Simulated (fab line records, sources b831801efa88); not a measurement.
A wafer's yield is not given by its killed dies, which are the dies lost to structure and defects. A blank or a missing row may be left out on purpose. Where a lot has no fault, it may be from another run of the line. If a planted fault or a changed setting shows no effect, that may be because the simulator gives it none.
fab line records | flow sky130
record lots=5 wafers=15 last-day=50
route steps=708 shown VIA3@597 METAL4@598 CAP2M@603
lots untouched by any fault: they come from a run of this same line in which no faults occurred
start-h: hours from the record's opening day to when the first of the lot's shown wafers began | wait-h: how many hours have passed since the lot's step before this one | " identical to the entry in the row above | L1.1+2: several wafers, shown together as one row | - no value, or no start was given | * or withheld: withheld | < > ~ a bound
route shown NAME@n: NAME is a module with steps in the file, n the number in the route of the first one | usual: average and standard deviation across the fault-free wafers | same: alike in all rows | chamber/n: place in a boat | sites: the reading at each site | _std_site: standard deviation across them | _edge_site: the outer-site mean with the inner-site mean subtracted | radius-mm: how far each site lies from the wafer's centre | mask NAME#n: copy n | behind: the last tool/chamber to shape the wafer | hold: reason for holding the lot/hours on hold/outcome of the hold | device: whichever transistor did not switch (one of n, p or np) | end of line: tests run on the same wafers once the route is complete | where a step has no rows: the recipe by itself | killed: count of dies lost to structure and defects at first sort (not the wafer's yield) | map: the dies of a wafer, with x for killed, . for not killed, _ for no die there
set.NAME: the setting the step ran with; set.NAME@STEP: the setting that earlier step ran with | model.NAME: the simulator's own value behind a step, which no gauge read
lots at some steps of the route; a table a step, a row a wafer
services: from which hour (start-h, from the record's first day; less than 0 if before it) a tool's chamber was out of use, for how many hours, and why
## steps
# step SKY_VIA3_CMP_24
# recipe stop-on=SiO2 t-overpolish-s=20 down-force-psi=3.5 platen-rpm=60 target-thk-nm=0 pad-velocity-m-s=0.94248
# usual motor-current-A=10.8/0.92 overpolish-run-s=20.001/0.0091 time-to-endpoint-s=97/3.6
# columns lot.wafer tool chamber start-h wait-h motor-current-A overpolish-run-s time-to-endpoint-s
L078.3 cmp-01 2 959.34 0.1 10.4 19.977 99
L078.1 " 0 " " 10.1 20.002 97
L078.5 " 3 " " 12.2 20.004 98
L085.1 cmp-02 1 1004.16 0.1 11.0 20.001 101
L085.3 " 2 " " 10.8 19.997 98
L085.6 " 1 " " 11.7 19.985 102
L088.2 cmp-02 2 1035.52 0.0 10.8 19.991 98
L088.5 " 2 " " 10.8 19.999 96
L088.6 " 3 " " 11.3 19.989 102
L092.4 cmp-01 2 1058.05 0.1 10.3 19.996 98
L092.2 " 3 " " 11.9 20.007 96
L092.6 " 2 " " 10.1 19.996 95
L095.2 cmp-02 1 1073.57 0.0 10.8 19.994 94
L095.1 " 3 " " 11.6 20.002 97
L095.3 " 0 " " 9.9 20.002 103
# step SKY_METAL4_SPUTTER_00
# recipe material=Ti target-thk-nm=15 power-w=3000 time-s=10 chamber-pressure-pa=0.4
# usual cathode-dc-power-W=2999.9/0.5 throttle-valve-pct=29.7/1.2
# columns lot.wafer tool chamber start-h wait-h cathode-dc-power-W throttle-valve-pct
L078.1 pvd-sputter-03 - 959.64 0.1 2999.1 29.8
L078.3 " - " " 3000.8 29.8
L078.5 " - " " 2998.5 29.7
L085.1 pvd-sputter-03 - 1004.41 0.2 3000.8 29.6
L085.3 " - " " 3000.1 29.8
L085.6 " - " " 2999.6 29.5
L088.2 pvd-sputter-03 - 1035.82 0.2 2998.9 29.7
L088.5 " - " " 2999.8 29.6
L088.6 " - " " 2999.7 29.5
L092.2 pvd-sputter-03 - 1058.30 0.1 3000.5 29.7
L092.4 " - " " 2999.9 29.6
L092.6 " - " " 2999.3 29.5
L095.1 pvd-sputter-01 - 1073.87 0.1 2999.1 27.6
L095.2 " - " " 2999.4 31.4
L095.3 " - " " 3000.2 29.9
# step SKY_METAL4_SPUTTER_01
# recipe material=TiN target-thk-nm=20 power-w=6500 time-s=16.7 chamber-pressure-pa=0.4
# usual cathode-dc-power-W=6500.0/1.1 throttle-valve-pct=29.7/1.2
# columns lot.wafer tool chamber start-h wait-h cathode-dc-power-W throttle-valve-pct
L078.1 pvd-sputter-03 - 959.66 0.0 6502.2 29.7
L078.3 " - " " 6500.6 30.3
L078.5 " - " " 6499.7 29.7
L085.1 pvd-sputter-03 - 1004.43 0.0 6500.7 29.5
L085.3 " - " " 6500.8 30.1
L085.6 " - " " 6502.2 29.6
L088.2 pvd-sputter-03 - 1035.85 0.0 6499.3 29.5
L088.5 " - " " 6501.7 29.5
L088.6 " - " " 6501.0 29.5
L092.2 pvd-sputter-03 - 1058.32 0.0 6500.2 29.7
L092.4 " - " " 6500.2 29.5
L092.6 " - " " 6500.1 29.4
L095.1 pvd-sputter-01 - 1073.89 0.0 6498.3 27.4
L095.2 " - " " 6500.2 31.4
L095.3 " - " " 6500.6 29.9
# step SKY_METAL4_SPUTTER_02
# recipe material=AlCu target-thk-nm=735 power-w=10600 time-s=39.1 chamber-pressure-pa=0.4
# usual cathode-dc-power-W=10600/2 throttle-valve-pct=29.7/1.2
# columns lot.wafer tool chamber start-h wait-h cathode-dc-power-W throttle-valve-pct
L078.1 pvd-sputter-03 - 959.69 0.0 10599 29.7
L078.3 " - " " 10604 29.8
L078.5 " - " " 10601 29.9
L085.1 pvd-sputter-03 - 1004.46 0.0 10602 29.6
L085.3 " - " " 10600 30.1
L085.6 " - " " 10600 29.5
L088.2 pvd-sputter-03 - 1035.87 0.0 10597 29.5
L088.5 " - " " 10601 29.2
L088.6 " - " " 10596 29.7
L092.2 pvd-sputter-03 - 1058.35 0.0 10597 29.7
L092.4 " - " " 10599 29.4
L092.6 " - " " 10595 29.4
L095.1 pvd-sputter-01 - 1073.92 0.0 10599 27.9
L095.2 " - " " 10603 31.4
L095.3 " - " " 10598 29.7
# step SKY_METAL4_SPUTTER_03
# recipe material=Ti target-thk-nm=5 power-w=3000 time-s=3.3 chamber-pressure-pa=0.4
# usual cathode-dc-power-W=2999.9/0.5 throttle-valve-pct=29.7/1.2
# columns lot.wafer tool chamber start-h wait-h cathode-dc-power-W throttle-valve-pct
L078.1 pvd-sputter-03 - 959.73 0.0 3000.0 29.5
L078.3 " - " " 2999.3 29.8
L078.5 " - " " 2999.8 29.5
L085.1 pvd-sputter-03 - 1004.50 0.0 3001.2 29.7
L085.3 " - " " 3001.2 30.1
L085.6 " - " " 3000.0 29.5
L088.2 pvd-sputter-03 - 1035.91 0.0 2999.6 29.5
L088.5 " - " " 3000.7 29.5
L088.6 " - " " 2999.5 29.3
L092.2 pvd-sputter-03 - 1058.39 0.0 3000.3 29.7
L092.4 " - " " 2999.7 29.4
L092.6 " - " " 2999.9 29.7
L095.1 pvd-sputter-01 - 1073.95 0.0 3000.7 27.5
L095.2 " - " " 2999.9 31.3
L095.3 " - " " 3000.7 29.4
# step SKY_METAL4_SPUTTER_04
# recipe material=TiN target-thk-nm=70 power-w=6500 time-s=58.3 chamber-pressure-pa=0.4
# usual cathode-dc-power-W=6499.9/1.2 throttle-valve-pct=29.7/1.2
# columns lot.wafer tool chamber start-h wait-h cathode-dc-power-W throttle-valve-pct
L078.1 pvd-sputter-03 - 959.75 0.0 6501.5 29.7
L078.3 " - " " 6501.0 29.9
L078.5 " - " " 6500.4 29.8
L085.1 pvd-sputter-03 - 1004.52 0.0 6501.1 29.7
L085.3 " - " " 6500.6 30.0
L085.6 " - " " 6498.9 29.6
L088.2 pvd-sputter-03 - 1035.93 0.0 6498.8 29.7
L088.5 " - " " 6500.5 29.4
L088.6 " - " " 6498.7 29.7
L092.2 pvd-sputter-03 - 1058.41 0.0 6500.8 29.7
L092.4 " - " " 6500.8 29.4
L092.6 " - " " 6501.2 29.7
L095.1 pvd-sputter-01 - 1073.97 0.0 6498.7 27.6
L095.2 " - " " 6498.6 31.5
L095.3 " - " " 6500.1 29.7
# step SKY_CAP2M_CVD_00
# recipe material=SiO2 target-thk-nm=15.5 temp-c=400 time-s=withheld rf-w=450
# usual heater-power-w=678/95
# columns lot.wafer tool chamber start-h wait-h heater-power-w
L078.1 pecvd-01 1 959.80 0.0 788
L078.3 " 0 " " 647
L078.5 " 2 " " 858
L085.1 pecvd-01 2 1004.57 0.0 835
L085.3 " 0 " " 666
L085.6 " 2 " " 837
L088.2 pecvd-01 0 1035.98 0.0 668
L088.5 " 0 " " 671
L088.6 " 1 " " 818
L092.2 pecvd-04 1 1058.45 0.0 550
L092.4 " 2 " " 640
L092.6 " 1 " " 544
L095.1 pecvd-03 1 1074.02 0.0 656
L095.2 " 2 " " 679
L095.3 " 0 " " 897
# step SKY_CAP2M_THK_MEAS_01
# recipe reads=SiO2_of_CAP2M_CVD_00
# usual CAP2M_CVD_00_THK=15.45/0.2
# columns lot.wafer tool chamber start-h wait-h CAP2M_CVD_00_THK[nm]
L078.1 film-metro-01 - 959.83 - 15.20
L078.3 " - " " 15.21
L078.5 " - " " 15.56
L085.1 film-metro-04 - 1004.60 - 15.38
L085.3 " - " " 15.49
L085.6 " - " " 15.60
L088.2 film-metro-01 - 1036.01 - 15.33
L088.5 " - " " 15.35
L088.6 " - " " 15.64
L092.2 film-metro-01 - 1058.49 - 15.72
L092.4 " - " " 15.88
L092.6 " - " " 15.88
L095.1 film-metro-03 - 1074.04 - 15.17
L095.2 " - " " 15.15
L095.3 " - " " 15.31
# step SKY_CAP2M_SPUTTER_02
# recipe material=TiN target-thk-nm=200 temp-c=300 power-w=6500 time-s=166.7 chamber-pressure-pa=0.4
# usual cathode-dc-power-W=6500.1/1.2 substrate-temp-c=300.00/0.19 throttle-valve-pct=30.1/1.1
# columns lot.wafer tool chamber start-h wait-h cathode-dc-power-W substrate-temp-c throttle-valve-pct
L078.1 pvd-sputter-01 - 959.89 0.1 6500.3 299.84 27.8
L078.3 " - " " 6501.9 300.02 29.5
L078.5 " - " " 6498.6 300.03 27.7
L085.1 pvd-sputter-01 - 1004.66 0.1 6497.5 300.11 27.7
L085.3 " - " " 6501.6 300.08 30.4
L085.6 " - " " 6500.5 300.25 31.7
L088.2 pvd-sputter-01 - 1036.06 0.0 6501.0 299.98 29.5
L088.5 " - " " 6500.4 299.78 30.5
L088.6 " - " " 6499.1 300.13 29.5
L092.2 pvd-sputter-01 - 1058.54 0.0 6501.1 300.23 27.3
L092.4 " - " " 6497.5 299.71 29.6
L092.6 " - " " 6499.5 299.88 30.6
L095.1 pvd-sputter-03 - 1074.10 0.1 6500.7 299.97 29.8
L095.2 " - " " 6499.5 300.10 29.5
L095.3 " - " " 6499.9 299.79 29.5
# step SKY_CAP2M_RS_MEAS_03
# recipe thk-meas-gauge=four-point-probe reads=TiN_of_CAP2M_SPUTTER_02
# usual CAP2M_TIN_RS=6.93/0.067
# columns lot.wafer tool chamber start-h wait-h CAP2M_TIN_RS[ohm/sq]
L078.1 film-metro-01 - 960.00 0.1 6.86
L078.3 " - " " 6.81
L078.5 " - " " 6.85
L085.1 film-metro-01 - 1004.77 0.1 6.95
L085.3 " - " " 6.88
L085.6 " - " " 6.92
L088.2 film-metro-03 - 1036.19 0.1 7.02
L088.5 " - " " 6.99
L088.6 " - " " 7.00
L092.2 film-metro-03 - 1058.67 0.1 6.82
L092.4 " - " " 6.81
L092.6 " - " " 6.80
L095.1 film-metro-04 - 1074.21 0.1 6.98
L095.2 " - " " 6.96
L095.3 " - " " 6.93
# step SKY_CAP2M_THK_MEAS_04
# recipe thk-meas-gauge=xrf reads=TiN_of_CAP2M_SPUTTER_02
# usual CAP2M_TIN_THK=202.7/2.1
# columns lot.wafer tool chamber start-h wait-h CAP2M_TIN_THK[nm]
L078.1 film-metro-01 - 960.12 0.1 203.7
L078.3 " - " " 205.7
L078.5 " - " " 204.5
L085.1 film-metro-01 - 1004.89 0.1 200.8
L085.3 " - " " 203.1
L085.6 " - " " 201.6
L088.2 film-metro-03 - 1036.30 0.1 200.9
L088.5 " - " " 202.5
L088.6 " - " " 202.0
L092.2 film-metro-03 - 1058.78 0.1 205.6
L092.4 " - " " 205.3
L092.6 " - " " 205.7
L095.1 film-metro-04 - 1074.33 0.1 202.3
L095.2 " - " " 201.6
L095.3 " - " " 202.8
# step SKY_CAP2M_DEHYDRATE_05
# recipe temp-c=200 time-s=60
# usual exhaust-pa=45.1/1
# columns lot.wafer tool chamber start-h wait-h exhaust-pa
L078.1 litho-track-02 0 971.64 11.5 45.9
L078.3 " 0 " " 45.8
L078.5 " 0 " " 44.5
L085.1 litho-track-03 0 1015.48 10.6 43.4
L085.3 " 0 " " 43.4
L085.6 " 0 " " 45.1
L088.2 litho-track-04 0 1047.61 11.3 45.9
L088.5 " 0 " " 45.9
L088.6 " 0 " " 44.8
L092.2 litho-track-03 0 1069.46 10.7 45.3
L092.4 " 0 " " 44.8
L092.6 " 0 " " 46.2
L095.1 litho-track-04 0 1083.59 9.2 45.5
L095.2 " 0 " " 45.7
L095.3 " 0 " " 46.1
# step SKY_CAP2M_HMDS_06
# recipe prime-time-s=60 prime-temp-c=120
# usual exhaust-pa=45.0/0.87
# same prime-time-s=60
# columns lot.wafer tool chamber start-h wait-h exhaust-pa
L078.1 litho-track-02 0 971.79 0.1 44.8
L078.3 " 0 " " 46.2
L078.5 " 0 " " 43.8
L085.1 litho-track-03 0 1015.63 0.1 43.4
L085.3 " 0 " " 44.9
L085.6 " 0 " " 44.6
L088.2 litho-track-04 0 1047.76 0.1 45.6
L088.5 " 0 " " 45.4
L088.6 " 0 " " 46.3
L092.2 litho-track-03 0 1069.61 0.1 44.6
L092.4 " 0 " " 44.0
L092.6 " 0 " " 44.0
L095.1 litho-track-04 0 1083.74 0.1 46.6
L095.2 " 0 " " 44.9
L095.3 " 0 " " 44.1
# step SKY_CAP2M_COAT_07
# recipe resist=NOVOLAK spin-rpm=3000 resist-thk-nm=1140
# usual exhaust-pa=45.0/0.87
# columns lot.wafer tool chamber start-h wait-h exhaust-pa
L078.1 litho-track-02 0 971.94 0.1 45.7
L078.3 " 0 " " 45.2
L078.5 " 0 " " 44.5
L085.1 litho-track-03 0 1015.78 0.1 43.3
L085.3 " 0 " " 44.5
L085.6 " 0 " " 44.8
L088.2 litho-track-04 0 1047.91 0.1 45.4
L088.5 " 0 " " 44.7
L088.6 " 0 " " 45.8
L092.2 litho-track-03 0 1069.76 0.1 44.7
L092.4 " 0 " " 44.3
L092.6 " 0 " " 44.9
L095.1 litho-track-04 0 1083.89 0.1 45.1
L095.2 " 0 " " 45.5
L095.3 " 0 " " 44.6
# step SKY_CAP2M_SOFTBAKE_08
# recipe temp-c=90 time-s=60 resist=NOVOLAK
# usual exhaust-pa=45.1/0.91
# columns lot.wafer tool chamber start-h wait-h exhaust-pa
L078.1 litho-track-02 0 972.09 0.1 44.5
L078.3 " 0 " " 45.4
L078.5 " 0 " " 44.9
L085.1 litho-track-03 0 1015.93 0.1 47.0
L085.3 " 0 " " 45.7
L085.6 " 0 " " 46.6
L088.2 litho-track-04 0 1048.06 0.1 46.1
L088.5 " 0 " " 43.1
L088.6 " 0 " " 46.0
L092.2 litho-track-03 0 1069.91 0.1 45.3
L092.4 " 0 " " 45.8
L092.6 " 0 " " 45.3
L095.1 litho-track-04 0 1084.04 0.1 45.8
L095.2 " 0 " " 44.3
L095.3 " 0 " " 46.0
## services
# columns tool chamber start-h hours kind
cmp-02 - 958.43 5.5 pm
cmp-02 - 974.73 0.2 repair
cmp-01 - 975.72 1.3 repair
pvd-sputter-03 - 994.57 1.2 repair
cmp-02 - 996.62 0.8 repair
pecvd-01 1 999.38 - clean
pecvd-01 1 999.38 - consumable-replace:showerhead
pecvd-01 1 999.38 29.0 scheduled-down
pecvd-01 1 999.38 29.0 vent-cycle
cmp-02 - 1004.48 3.1 repair
litho-track-03 - 1005.32 - consumable-replace:filter
cmp-01 - 1015.34 5.2 pm
pvd-sputter-03 3 1018.35 - consumable-replace:kit
pvd-sputter-03 3 1018.35 18.0 scheduled-down
pvd-sputter-03 3 1018.35 18.0 vent-cycle
pecvd-01 - 1021.31 1.6 repair
pvd-sputter-03 - 1045.94 2.6 repair
pecvd-03 - 1048.29 4.3 pm
pecvd-01 - 1053.19 0.6 repair
cmp-02 - 1056.92 5.4 pm
pvd-sputter-01 3 1074.02 - consumable-replace:kit
pvd-sputter-01 3 1074.02 18.0 scheduled-down
pvd-sputter-01 3 1074.02 18.0 vent-cycle
cmp-02 - 1083.06 0.9 repair
## key
fault none
